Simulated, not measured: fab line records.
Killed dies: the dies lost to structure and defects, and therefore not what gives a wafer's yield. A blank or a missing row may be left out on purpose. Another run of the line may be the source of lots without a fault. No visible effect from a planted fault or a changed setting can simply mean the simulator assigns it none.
fab line records    flow sky130
[record] lots = 11  wafers = 33  last-day = 51
route steps=708 shown VIA1@471 METAL2@503 VIA2@508 CAPM@537 METAL3@567 PAD_OPEN@708
lots with no fault: from the same line, run without faults
start-h: start of the lot's first displayed wafer, in hours after the record's first day    wait-h: hours elapsed since this lot's preceding step    " unchanged from the row above    L1.1+2: several wafers, shown together as one row    - no value, or no start was given    * or withheld: withheld    < > ~ a bound
route shown NAME@n: NAME is a module with steps in the file, n the number in the route of the first one    usual: mean/standard deviation taken from wafers without a fault    same: alike in all rows    chamber/n: place in a boat    sites: per-site readings    _std_site: their standard deviation    _edge_site: outer sites' mean less inner sites'    radius-mm: for every site, how far away it sits from the centre of the wafer    mask NAME#n: copy n    behind: tool/chamber where the wafer was last shaped    hold: why the lot went on hold/how many hours it stayed there/how the hold came to an end    device: names the non-switching transistor (n, p or np)    end of line: the route-end tests of the same wafers    where a step has no rows: the recipe by itself    killed: count of dies lost to structure and defects at first sort (not the wafer's yield)    map: a wafer's dies, marking killed ones x, the rest . and places with no die _
set.NAME: the run value of the setting; set.NAME@STEP: its run value at that earlier step    model.NAME: the simulator's own value behind a step, which no gauge read
the route's steps for a sample of lots (tables are steps, rows are wafers)
services: the hour from which a tool's chamber was out of use, counted from the record's first day as start-h (under 0 if before that day), plus the number of hours and why
[[steps]]
[step SKY_VIA1_OVL_MEAS_13]
[usual] VIA1_OVL = -1/5.9
lot.wafer  tool        chamber  start-h  wait-h  VIA1_OVL[nm]
L558.1     overlay-01  -        825.57   0.1     -3
L558.4     "           -        "        "       -3
L558.5     "           -        "        "       2
L561.3     overlay-02  -        837.44   0.1     5
L561.4     "           -        "        "       2
L561.5     "           -        "        "       2
L565.1     overlay-01  -        870.17   0.1     2
L565.4     "           -        "        "       5
L565.5     "           -        "        "       4
L567.2     overlay-01  -        877.21   0.1     2
L567.4     "           -        "        "       1
L567.6     "           -        "        "       0
L568.1     overlay-02  -        888.32   0.1     9
L568.5     "           -        "        "       12
L568.6     "           -        "        "       1
L569.4     overlay-01  -        894.52   0.1     4
L569.5     "           -        "        "       1
L569.6     "           -        "        "       2
L570.1     overlay-01  -        914.27   0.1     -4
L570.3     "           -        "        "       -2
L570.6     "           -        "        "       -1
L572.1     overlay-02  -        921.20   0.1     -7
L572.4     "           -        "        "       -5
L572.6     "           -        "        "       -4
L573.2     overlay-01  -        922.72   0.1     -17
L573.3     "           -        "        "       -5
L573.4     "           -        "        "       -10
L579.1     overlay-01  -        971.02   0.1     -19
L579.3     "           -        "        "       -13
L579.6     "           -        "        "       -16
L580.2     overlay-02  -        973.38   0.1     4
L580.5     "           -        "        "       3
L580.6     "           -        "        "       1
[step SKY_METAL2_STRIP_20]
[recipe] chemistry = O2/N2  power-w = 1400  pressure-mtorr = 1500  platen-temp-c = withheld  o2-flow-sccm = 3000  n2-flow-sccm = 300  overash-fraction = 0.5
[usual] drypump-motor-current-A = 5.7/0.39  n2-flow-sccm = 300.0/0.87  oes-product-au = 0.342/0.0041  strip-time-to-endpoint-s = 2.67/0.038
lot.wafer  tool             chamber  start-h  wait-h  drypump-motor-current-A  n2-flow-sccm  oes-product-au  rf-hours-counter-h  strip-time-to-endpoint-s
L558.1     plasma-asher-02  0        853.84   0.1     5.7                      299.2         0.342           67                  2.62
L558.4     "                0        "        "       5.7                      299.3         0.342           -                   2.64
L558.5     "                1        "        "       6.3                      300.9         0.335           -                   2.68
L561.3     plasma-asher-03  1        866.12   0.1     5.6                      299.9         0.344           -                   2.69
L561.4     "                0        "        "       5.7                      300.1         0.340           -                   2.64
L561.5     "                0        "        "       5.7                      299.2         0.339           -                   2.65
L565.1     plasma-asher-02  1        900.34   0.1     6.3                      299.9         0.340           72                  2.61
L565.4     "                1        "        "       6.3                      299.4         0.343           -                   2.63
L565.5     "                1        "        "       6.3                      298.3         0.339           -                   2.65
L567.2     plasma-asher-02  1        907.44   0.1     6.3                      300.5         0.344           72                  2.74
L567.4     "                1        "        "       6.3                      299.5         0.344           -                   2.69
L567.6     "                1        "        "       6.3                      299.6         0.343           -                   2.70
L568.1     plasma-asher-02  1        916.14   0.1     6.3                      299.4         0.349           73                  2.69
L568.5     "                0        "        "       5.7                      297.8         0.347           -                   2.68
L568.6     "                1        "        "       6.3                      299.2         0.340           -                   2.70
L569.4     plasma-asher-01  0        922.27   0.1     5.0                      298.3         0.344           -                   2.59
L569.5     "                1        "        "       5.7                      299.7         0.337           -                   2.64
L569.6     "                0        "        "       5.0                      299.4         0.333           -                   2.60
L570.1     plasma-asher-03  1        942.14   0.1     5.6                      300.4         0.342           113                 2.71
L570.3     "                0        "        "       5.7                      298.9         0.344           -                   2.72
L570.6     "                0        "        "       5.7                      298.8         0.338           -                   2.71
L572.1     plasma-asher-01  1        948.40   0.1     5.7                      300.9         0.334           20                  2.65
L572.4     "                1        "        "       5.7                      300.0         0.343           -                   2.63
L572.6     "                0        "        "       5.0                      299.7         0.333           -                   2.63
L573.2     plasma-asher-01  0        950.24   0.1     5.0                      300.0         0.340           20                  2.62
L573.3     "                1        "        "       5.7                      301.0         0.344           -                   2.69
L573.4     "                0        "        "       5.0                      300.9         0.338           -                   2.60
L579.1     plasma-asher-02  0        996.79   0.1     5.7                      298.8         0.347           81                  2.77
L579.3     "                1        "        "       6.3                      300.5         0.342           -                   2.68
L579.6     "                0        "        "       5.7                      300.2         0.345           -                   2.69
L580.2     plasma-asher-03  0        999.19   0.1     5.7                      300.5         0.344           119                 2.70
L580.5     "                1        "        "       5.6                      301.4         0.340           -                   2.68
L580.6     "                0        "        "       5.7                      299.9         0.342           -                   2.69
[step SKY_VIA2_THK_MEAS_01]
[recipe] reads = SiO2_of_VIA2_HDPCVD_00
[usual] VIA2_HDPCVD_THK = 1175/10
lot.wafer  tool           chamber  start-h  wait-h  VIA2_HDPCVD_THK[nm]
L558.1     film-metro-02  -        854.59   0.1     1182
L558.4     "              -        "        "       1179
L558.5     "              -        "        "       1169
L561.3     film-metro-01  -        866.91   0.1     1158
L561.4     "              -        "        "       1164
L561.5     "              -        "        "       1163
L565.1     film-metro-03  -        901.15   0.1     1175
L565.4     "              -        "        "       1182
L565.5     "              -        "        "       1175
L567.2     film-metro-01  -        908.61   0.1     1178
L567.4     "              -        "        "       1180
L567.6     "              -        "        "       1172
L568.1     film-metro-03  -        916.86   0.1     1171
L568.5     "              -        "        "       1166
L568.6     "              -        "        "       1179
L569.4     film-metro-01  -        923.08   0.0     1167
L569.5     "              -        "        "       1173
L569.6     "              -        "        "       1161
L570.1     film-metro-01  -        942.93   0.1     1168
L570.3     "              -        "        "       1179
L570.6     "              -        "        "       1165
L572.1     film-metro-01  -        949.12   0.1     1171
L572.4     "              -        "        "       1176
L572.6     "              -        "        "       1177
L573.2     film-metro-03  -        951.00   0.1     1189
L573.3     "              -        "        "       1168
L573.4     "              -        "        "       1176
L579.1     film-metro-03  -        997.58   0.1     1198
L579.3     "              -        "        "       1197
L579.6     "              -        "        "       1207
L580.2     film-metro-01  -        999.99   0.1     1152
L580.5     "              -        "        "       1161
L580.6     "              -        "        "       1150
[step SKY_CAPM_CVD_00]
[recipe] material = SiO2  target-thk-nm = 15.5  temp-c = 400  time-s = withheld  rf-w = 450
[usual] heater-power-w = 707/83
lot.wafer  tool      chamber  start-h  wait-h  heater-power-w
L558.1     pecvd-03  0        882.38   0.0     741
L558.4     "         0        "        "       738
L558.5     "         1        "        "       650
L561.3     pecvd-02  0        895.89   0.0     604
L561.4     "         1        "        "       775
L561.5     "         2        "        "       509
L565.1     pecvd-02  0        928.37   0.0     641
L565.4     "         2        "        "       567
L565.5     "         1        "        "       691
L567.2     pecvd-04  0        936.04   0.0     825
L567.4     "         1        "        "       775
L567.6     "         0        "        "       823
L568.1     pecvd-04  0        944.12   0.0     684
L568.5     "         1        "        "       815
L568.6     "         0        "        "       686
L569.4     pecvd-03  0        950.77   0.0     775
L569.5     "         1        "        "       657
L569.6     "         2        "        "       645
L570.1     pecvd-04  2        969.81   0.0     724
L570.3     "         1        "        "       823
L570.6     "         2        "        "       715
L572.1     pecvd-03  0        975.63   0.0     721
L572.4     "         2        "        "       746
L572.6     "         1        "        "       762
L573.2     pecvd-04  2        978.13   0.0     726
L573.3     "         1        "        "       820
L573.4     "         2        "        "       720
L579.1     pecvd-03  2        1023.23  0.0     749
L579.3     "         1        "        "       747
L579.6     "         0        "        "       843
L580.2     pecvd-02  2        1025.46  0.0     545
L580.5     "         2        "        "       543
L580.6     "         0        "        "       606
[step SKY_CAPM_THK_MEAS_01]
[recipe] reads = SiO2_of_CAPM_CVD_00
[usual] CAPM_CVD_00_THK = 15.51/0.23
lot.wafer  tool           chamber  start-h  wait-h  CAPM_CVD_00_THK[nm]
L558.1     film-metro-01  -        882.40   -       15.62
L558.4     "              -        "        "       15.64
L558.5     "              -        "        "       15.72
L561.3     film-metro-01  -        895.93   -       15.24
L561.4     "              -        "        "       15.40
L561.5     "              -        "        "       15.55
L565.1     film-metro-04  -        928.39   -       15.60
L565.4     "              -        "        "       15.80
L565.5     "              -        "        "       15.78
L567.2     film-metro-02  -        936.08   -       15.73
L567.4     "              -        "        "       15.80
L567.6     "              -        "        "       15.74
L568.1     film-metro-01  -        944.16   -       15.46
L568.5     "              -        "        "       15.29
L568.6     "              -        "        "       15.59
L569.4     film-metro-01  -        950.81   -       15.65
L569.5     "              -        "        "       15.44
L569.6     "              -        "        "       15.74
L570.1     film-metro-04  -        969.83   -       15.42
L570.3     "              -        "        "       15.50
L570.6     "              -        "        "       15.80
L572.1     film-metro-01  -        975.65   -       15.42
L572.4     "              -        "        "       15.43
L572.6     "              -        "        "       15.23
L573.2     film-metro-01  -        978.16   -       15.17
L573.3     "              -        "        "       15.32
L573.4     "              -        "        "       15.55
L579.1     film-metro-02  -        1023.25  -       15.67
L579.3     "              -        "        "       15.26
L579.6     "              -        "        "       13.46
L580.2     film-metro-01  -        1025.52  -       15.29
L580.5     "              -        "        "       15.61
L580.6     "              -        "        "       15.67
[step SKY_METAL3_ETCH_17]
[recipe] target = SiO2  stop-on = TiN  chemistry = C4F8/O2/Ar  source-w = 1500  bias-w = 1200  pressure-mtorr = 40  c4f8-flow-sccm = withheld  O2_flow_sccm = 6  Ar_flow_sccm = 300  time-s = 3.9  target-depth-a = 150
[usual] oes-product-au = 0.755/0.0073
lot.wafer  tool         chamber  start-h  wait-h  oes-product-au  rf-hours-counter-h
L558.1     rie-diel-02  0        934.83   0.1     0.759           19
L558.4     "            3        "        "       0.762           10
L558.5     "            1        "        "       0.762           -
L561.3     rie-diel-03  2        947.93   0.0     0.748           9
L561.4     "            0        "        "       0.746           19
L561.5     "            0        "        "       0.757           -
L565.1     rie-diel-03  0        979.62   0.1     0.754           20
L565.4     "            3        "        "       0.753           11
L565.5     "            3        "        "       0.767           -
L567.2     rie-diel-03  0        987.29   0.1     0.757           20
L567.4     "            3        "        "       0.763           11
L567.6     "            1        "        "       0.756           -
L568.1     rie-diel-02  0        993.69   0.1     0.755           21
L568.5     "            0        "        "       0.743           -
L568.6     "            1        "        "       0.764           -
L569.4     rie-diel-04  1        1000.99  0.0     0.753           11
L569.5     "            2        "        "       0.760           -
L569.6     "            1        "        "       0.764           -
L570.1     rie-diel-02  0        1019.47  0.1     0.752           21
L570.3     "            3        "        "       0.758           12
L570.6     "            3        "        "       0.762           -
L572.1     rie-diel-03  1        1024.29  0.1     0.746           13
L572.4     "            3        "        "       0.751           12
L572.6     "            0        "        "       0.738           -
L573.2     rie-diel-04  3        1025.92  0.1     0.744           26
L573.3     "            2        "        "       0.745           18
L573.4     "            0        "        "       0.759           8
L579.1     rie-diel-02  1        1070.72  0.2     0.757           8
L579.3     "            0        "        "       0.746           0
L579.6     "            2        "        "       0.702           -
L580.2     rie-diel-02  0        1071.69  0.1     0.746           0
L580.5     "            2        "        "       0.758           -
L580.6     "            1        "        "       0.760           -
[step SKY_PAD_OPEN_PROBE_99]
[usual] defect-limited-yield = 82.5/2.2  killed_at_M0_to_M3 = 43/7.5  killed_at_M4_up = 3.2/1.9  killed-at-contacts = 24/5.6  killed-at-front-end = 15/4.8  killed-at-other = 0.2/0.54  killed-dies = 86/11  killed-open = 47/7.6  killed-short = 39/7.1
[same] gross-dies = 492  killed-at-back-side = 0
lot.wafer  tool       chamber  start-h  wait-h  defect-limited-yield[%]  killed_at_M0_to_M3  killed_at_M4_up  killed-at-contacts  killed-at-front-end  killed-at-other  killed-dies  killed-open  killed-short
L558.1     prober-01  -        1108.38  0.1     83.3                     51                  1                19                  11                   0                82           44           38
L558.4     prober-01  -        1108.53  0.2     82.1                     57                  2                16                  13                   0                88           49           39
L558.5     prober-01  -        1108.58  0.2     84.3                     37                  4                26                  10                   0                77           49           28
L561.3     prober-02  -        1118.65  0.2     82.1                     42                  6                28                  11                   1                88           52           36
L561.4     prober-02  -        1118.70  0.2     78.9                     50                  2                32                  20                   0                104          60           44
L561.5     prober-02  -        1118.75  0.2     80.7                     46                  7                24                  18                   0                95           57           38
L565.1     prober-01  -        1144.48  0.1     81.1                     40                  3                35                  15                   0                93           53           40
L565.4     prober-01  -        1144.63  0.2     82.9                     45                  3                21                  15                   0                84           44           40
L565.5     prober-01  -        1144.68  0.2     83.1                     50                  2                18                  13                   0                83           39           44
L567.2     prober-01  -        1150.70  0.1     81.3                     65                  2                17                  8                    0                92           48           44
L567.4     prober-01  -        1150.80  0.2     83.7                     46                  1                18                  13                   2                80           47           33
L567.6     prober-01  -        1150.90  0.2     82.9                     41                  5                24                  14                   0                84           46           38
L568.1     prober-02  -        1156.88  0.1     80.9                     49                  3                24                  18                   0                94           56           38
L568.5     prober-02  -        1157.08  0.2     79.3                     50                  8                20                  24                   0                102          51           51
L568.6     prober-02  -        1157.13  0.2     79.7                     50                  3                30                  17                   0                100          46           54
L569.4     prober-01  -        1161.36  0.2     83.1                     37                  4                27                  15                   0                83           50           33
L569.5     prober-01  -        1161.41  0.2     85.0                     39                  3                16                  16                   0                74           47           27
L569.6     prober-01  -        1161.46  0.2     84.3                     28                  2                32                  15                   0                77           45           32
L570.1     prober-01  -        1174.42  0.1     82.7                     38                  3                32                  11                   1                85           48           37
L570.3     prober-01  -        1174.52  0.2     82.1                     46                  3                23                  16                   0                88           38           50
L570.6     prober-01  -        1174.67  0.2     82.3                     43                  1                30                  13                   0                87           51           36
L572.1     prober-02  -        1177.54  0.1     84.1                     38                  1                27                  12                   0                78           41           37
L572.4     prober-02  -        1177.69  0.2     84.1                     38                  3                25                  12                   0                78           47           31
L572.6     prober-02  -        1177.79  0.2     83.5                     34                  5                29                  13                   0                81           40           41
L573.2     prober-01  -        1180.80  0.1     84.3                     41                  4                23                  9                    0                77           34           43
L573.3     prober-01  -        1180.85  0.2     78.3                     60                  7                26                  14                   0                107          56           51
L573.4     prober-01  -        1180.90  0.2     84.1                     39                  3                22                  14                   0                78           43           35
L579.1     prober-01  -        1214.21  0.1     81.9                     38                  3                21                  27                   0                89           50           39
L579.3     prober-01  -        1214.31  0.2     85.8                     33                  4                18                  14                   1                70           36           34
L579.6     prober-01  -        1214.46  0.2     80.9                     47                  1                26                  20                   0                94           45           49
L580.2     prober-02  -        1215.06  0.1     80.9                     46                  2                25                  21                   0                94           51           43
L580.5     prober-02  -        1215.21  0.2     81.9                     44                  3                25                  17                   0                89           55           34
L580.6     prober-02  -        1215.26  0.2     79.5                     56                  1                24                  19                   1                101          45           56
// killed by level:class
L558.1 VIA2:geometric-particle:open=11 METAL2:geometric-particle:short=8 CONTACT:geometric-particle:open=8 VIA1:geometric-particle:short=8 LI_CONTACT:geometric-particle:open=6 VIA1:geometric-particle:open=6 VIA3:geometric-particle:open=6 METAL1:geometric-particle:short=4
L558.4 VIA1:geometric-particle:open=12 VIA2:geometric-particle:open=11 CONTACT:geometric-particle:open=9 METAL1:geometric-particle:short=8 VIA3:geometric-particle:open=8 VIA1:geometric-particle:short=6 METAL2:geometric-particle:short=5 FIELD_ISO:geometric-particle:short=4
L558.5 CONTACT:geometric-particle:open=10 VIA1:geometric-particle:open=10 VIA2:geometric-particle:open=9 LI_CONTACT:geometric-particle:open=6 VIA3:geometric-particle:open=5 POLY_GATE:geometric-particle:open=4 LOCAL_INTERCONNECT:geometric-particle:short=4 METAL1:geometric-particle:short=4
L561.3 VIA1:geometric-particle:open=14 CONTACT:geometric-particle:open=12 LI_CONTACT:geometric-particle:open=7 VIA3:geometric-particle:open=7 METAL4:geometric-particle:short=6 CONTACT:geometric-particle:short=5 POLY_GATE:geometric-particle:open=4 METAL2:geometric-particle:short=4
L561.4 VIA1:geometric-particle:open=15 CONTACT:geometric-particle:open=11 LI_CONTACT:geometric-particle:open=8 VIA3:geometric-particle:open=7 VIA3:geometric-particle:short=6 POLY_GATE:geometric-particle:short=5 CONTACT:geometric-particle:short=5 VIA2:geometric-particle:short=5
L561.5 VIA1:geometric-particle:open=9 VIA2:geometric-particle:open=9 VIA3:geometric-particle:open=8 CONTACT:geometric-particle:open=8 FIELD_ISO:geometric-particle:open=7 VIA1:geometric-particle:short=7 CONTACT:geometric-particle:short=6 METAL4:geometric-particle:short=5
L565.1 CONTACT:geometric-particle:open=15 VIA3:geometric-particle:open=8 VIA1:geometric-particle:open=7 LOCAL_INTERCONNECT:geometric-particle:short=6 CONTACT:geometric-particle:short=6 METAL1:geometric-particle:short=6 FIELD_ISO:geometric-particle:open=5 LI_CONTACT:geometric-particle:short=4
L565.4 VIA1:geometric-particle:open=11 LI_CONTACT:geometric-particle:open=8 METAL2:geometric-particle:short=8 VIA3:geometric-particle:open=8 VIA1:geometric-particle:short=6 CONTACT:geometric-particle:short=6 CONTACT:geometric-particle:open=5 METAL1:geometric-particle:short=5
L565.5 VIA1:geometric-particle:open=8 METAL1:geometric-particle:short=7 METAL2:geometric-particle:short=7 LOCAL_INTERCONNECT:geometric-particle:short=6 VIA2:geometric-particle:open=6 VIA3:geometric-particle:open=6 LI_CONTACT:geometric-particle:open=5 CONTACT:geometric-particle:open=5
L567.2 VIA1:geometric-particle:open=16 METAL2:geometric-particle:short=9 METAL1:geometric-particle:short=8 VIA3:geometric-particle:open=7 VIA2:geometric-particle:open=7 LI_CONTACT:geometric-particle:open=6 CONTACT:geometric-particle:open=6 VIA1:geometric-particle:short=4
L567.4 CONTACT:geometric-particle:open=9 VIA3:geometric-particle:open=9 VIA1:geometric-particle:open=8 METAL1:geometric-particle:short=7 VIA1:geometric-particle:short=6 FIELD_ISO:geometric-particle:open=5 METAL2:geometric-particle:short=4 VIA2:geometric-particle:open=4
L567.6 VIA1:geometric-particle:open=9 LI_CONTACT:geometric-particle:open=8 VIA2:geometric-particle:open=6 VIA1:geometric-particle:short=5 METAL1:geometric-particle:short=4 LOCAL_INTERCONNECT:geometric-particle:short=4 CONTACT:geometric-particle:open=4 VIA3:geometric-particle:open=4
L568.1 METAL1:geometric-particle:short=11 VIA1:geometric-particle:open=11 CONTACT:geometric-particle:open=9 LI_CONTACT:geometric-particle:open=8 VIA3:geometric-particle:open=6 FIELD_ISO:geometric-particle:open=5 METAL2:geometric-particle:short=5 VIA2:geometric-particle:open=5
L568.5 VIA1:geometric-particle:open=12 FIELD_ISO:geometric-particle:open=8 METAL2:geometric-particle:short=8 VIA3:geometric-particle:open=8 FIELD_ISO:geometric-particle:short=6 POLY_GATE:geometric-particle:short=6 CONTACT:geometric-particle:open=6 METAL3:geometric-particle:short=5
L568.6 METAL2:geometric-particle:short=9 VIA3:geometric-particle:open=9 VIA1:geometric-particle:open=8 CONTACT:geometric-particle:open=7 METAL1:geometric-particle:short=7 FIELD_ISO:geometric-particle:open=6 LI_CONTACT:geometric-particle:open=6 CONTACT:geometric-particle:short=6
L569.4 LI_CONTACT:geometric-particle:open=10 VIA1:geometric-particle:open=9 VIA2:geometric-particle:open=7 CONTACT:geometric-particle:open=7 VIA3:geometric-particle:open=7 FIELD_ISO:geometric-particle:short=6 METAL1:geometric-particle:short=6 METAL4:geometric-particle:short=4
L569.5 VIA1:geometric-particle:open=19 POLY_GATE:geometric-particle:open=7 VIA2:geometric-particle:open=6 CONTACT:geometric-particle:open=5 CONTACT:geometric-particle:short=4 METAL1:geometric-particle:short=4 LOCAL_INTERCONNECT:geometric-particle:short=3 VIA2:geometric-particle:short=3
L569.6 CONTACT:geometric-particle:open=12 CONTACT:geometric-particle:short=6 LI_CONTACT:geometric-particle:open=6 FIELD_ISO:geometric-particle:open=5 POLY_GATE:geometric-particle:short=5 POLY_GATE:geometric-particle:open=4 LI_CONTACT:geometric-particle:short=4 METAL1:geometric-particle:short=4
L570.1 LI_CONTACT:geometric-particle:open=9 CONTACT:geometric-particle:open=9 CONTACT:geometric-particle:short=7 VIA2:geometric-particle:open=7 VIA1:geometric-particle:open=6 METAL2:geometric-particle:short=5 FIELD_ISO:geometric-particle:open=4 METAL1:geometric-particle:short=4
L570.3 FIELD_ISO:geometric-particle:short=9 CONTACT:geometric-particle:open=8 VIA1:geometric-particle:open=8 METAL2:geometric-particle:short=7 CONTACT:geometric-particle:short=6 VIA2:geometric-particle:open=6 VIA3:geometric-particle:short=5 METAL1:geometric-particle:short=4
L570.6 LI_CONTACT:geometric-particle:open=9 VIA1:geometric-particle:short=9 VIA1:geometric-particle:open=8 FIELD_ISO:geometric-particle:open=7 CONTACT:geometric-particle:open=7 VIA2:geometric-particle:open=7 CONTACT:geometric-particle:short=6 VIA3:geometric-particle:open=5
L572.1 LI_CONTACT:geometric-particle:open=7 CONTACT:geometric-particle:open=7 VIA1:geometric-particle:open=7 VIA1:geometric-particle:short=7 VIA2:geometric-particle:open=7 FIELD_ISO:geometric-particle:open=5 LOCAL_INTERCONNECT:geometric-particle:short=5 LI_CONTACT:geometric-particle:short=4
L572.4 VIA1:geometric-particle:open=9 VIA2:geometric-particle:open=8 VIA3:geometric-particle:open=7 LI_CONTACT:geometric-particle:open=6 FIELD_ISO:geometric-particle:short=5 LOCAL_INTERCONNECT:geometric-particle:short=5 LI_CONTACT:geometric-particle:short=4 CONTACT:geometric-particle:open=4
L572.6 LI_CONTACT:geometric-particle:open=8 CONTACT:geometric-particle:open=7 VIA2:geometric-particle:open=7 CONTACT:geometric-particle:short=5 POLY_GATE:geometric-particle:open=5 LI_CONTACT:geometric-particle:short=5 VIA3:geometric-particle:open=5 VIA1:geometric-particle:short=5
L573.2 CONTACT:geometric-particle:open=9 VIA1:geometric-particle:open=7 CONTACT:geometric-particle:short=6 METAL1:geometric-particle:short=6 VIA2:geometric-particle:short=6 METAL2:geometric-particle:short=5 VIA2:geometric-particle:open=5 VIA1:geometric-particle:short=4
L573.3 VIA1:geometric-particle:open=14 VIA3:geometric-particle:open=9 VIA2:geometric-particle:open=7 LI_CONTACT:geometric-particle:open=7 METAL2:geometric-particle:short=7 LOCAL_INTERCONNECT:geometric-particle:short=6 VIA1:geometric-particle:short=6 METAL1:geometric-particle:short=6
L573.4 METAL1:geometric-particle:short=9 LI_CONTACT:geometric-particle:open=8 CONTACT:geometric-particle:open=8 VIA2:geometric-particle:open=7 FIELD_ISO:geometric-particle:open=6 VIA1:geometric-particle:open=6 VIA3:geometric-particle:open=5 LOCAL_INTERCONNECT:geometric-particle:short=4
L579.1 VIA1:geometric-particle:open=11 POLY_GATE:geometric-particle:short=9 FIELD_ISO:geometric-particle:open=7 CONTACT:geometric-particle:open=7 VIA1:geometric-particle:short=6 VIA2:geometric-particle:open=5 POLY_GATE:geometric-particle:open=5 LI_CONTACT:geometric-particle:open=5
L579.3 CONTACT:geometric-particle:open=6 METAL1:geometric-particle:short=6 VIA1:geometric-particle:open=6 FIELD_ISO:geometric-particle:open=5 FIELD_ISO:geometric-particle:short=5 LI_CONTACT:geometric-particle:open=5 VIA2:geometric-particle:open=5 METAL2:geometric-particle:short=4
L579.6 VIA1:geometric-particle:open=13 CONTACT:geometric-particle:open=13 METAL1:geometric-particle:short=10 FIELD_ISO:geometric-particle:short=8 POLY_GATE:geometric-particle:short=7 LI_CONTACT:geometric-particle:open=7 METAL2:geometric-particle:short=6 VIA3:geometric-particle:open=6
L580.2 VIA1:geometric-particle:open=13 LI_CONTACT:geometric-particle:short=7 POLY_GATE:geometric-particle:open=7 FIELD_ISO:geometric-particle:open=6 VIA2:geometric-particle:open=6 CONTACT:geometric-particle:open=6 METAL2:geometric-particle:short=6 FIELD_ISO:geometric-particle:short=5
L580.5 VIA1:geometric-particle:open=15 LI_CONTACT:geometric-particle:open=10 FIELD_ISO:geometric-particle:short=9 CONTACT:geometric-particle:open=7 VIA3:geometric-particle:open=7 METAL2:geometric-particle:short=5 VIA1:geometric-particle:short=5 METAL1:geometric-particle:short=4
L580.6 VIA1:geometric-particle:open=13 CONTACT:geometric-particle:open=12 METAL2:geometric-particle:short=10 FIELD_ISO:geometric-particle:short=8 VIA1:geometric-particle:short=8 VIA2:geometric-particle:open=7 LI_CONTACT:geometric-particle:short=5 METAL1:geometric-particle:short=5
[[services]]
tool             chamber  start-h  hours  kind
pecvd-04         -        840.00   3.7    repair
rie-diel-03      2        840.82   10.4   repair
rie-diel-03      -        841.95   0.6    repair
rie-diel-04      1        858.88   27.6   repair
plasma-asher-02  -        882.30   0.4    repair
plasma-asher-03  -        890.21   1.0    repair
plasma-asher-01  -        894.47   7.6    repair
pecvd-03         -        907.08   1.7    repair
pecvd-03         -        925.94   0.3    repair
pecvd-04         2        934.60   18.8   repair
rie-diel-02      1        936.76   2.9    repair
plasma-asher-02  -        953.58   6.3    repair
plasma-asher-01  -        964.30   4.3    pm
pecvd-03         -        992.13   6.0    pm
rie-diel-02      1        997.26   3.1    repair
rie-diel-03      3        999.19   5.2    repair
rie-diel-03      1        1001.47  14.9   repair
rie-diel-03      3        1006.94  6.8    repair
pecvd-02         -        1023.58  1.1    repair
pecvd-02         -        1045.80  28.1   pm
rie-diel-03      -        1046.18  28.1   pm
plasma-asher-03  -        1055.25  9.0    pm
pecvd-04         -        1061.01  1.1    repair
plasma-asher-02  -        1067.98  1.8    repair
[[key]]
[first-sign] step = SKY_CAPM_THK_MEAS_01  reading = CAPM_CVD_00_THK  direction = down  sigmas = 9  usual = 15.51  struck = 13.46
[effect] step = SKY_METAL3_ETCH_17  reading = oes-product-au  direction = down  sigmas = 7.2  usual = 0.755  struck = 0.702
met-at SKY_CAPM_CVD_00
struck-lots L579
struck-wafers L579.6
not-acting-at SKY_VIA1_OVL_MEAS_13,SKY_METAL2_STRIP_20,SKY_VIA2_THK_MEAS_01
onset-between 975.63 1023.23
[fault] kind = site-profile-drift  tool = pecvd-03  chamber = 0  onset-h = 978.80  steps = SKY_CAPM_CVD_00  basis = fraction  max-abs-drift = 0.31242  slope-share-per-hr = 69.427  site-pattern = 0,0,0,0,0,-1,-1,-1,-1
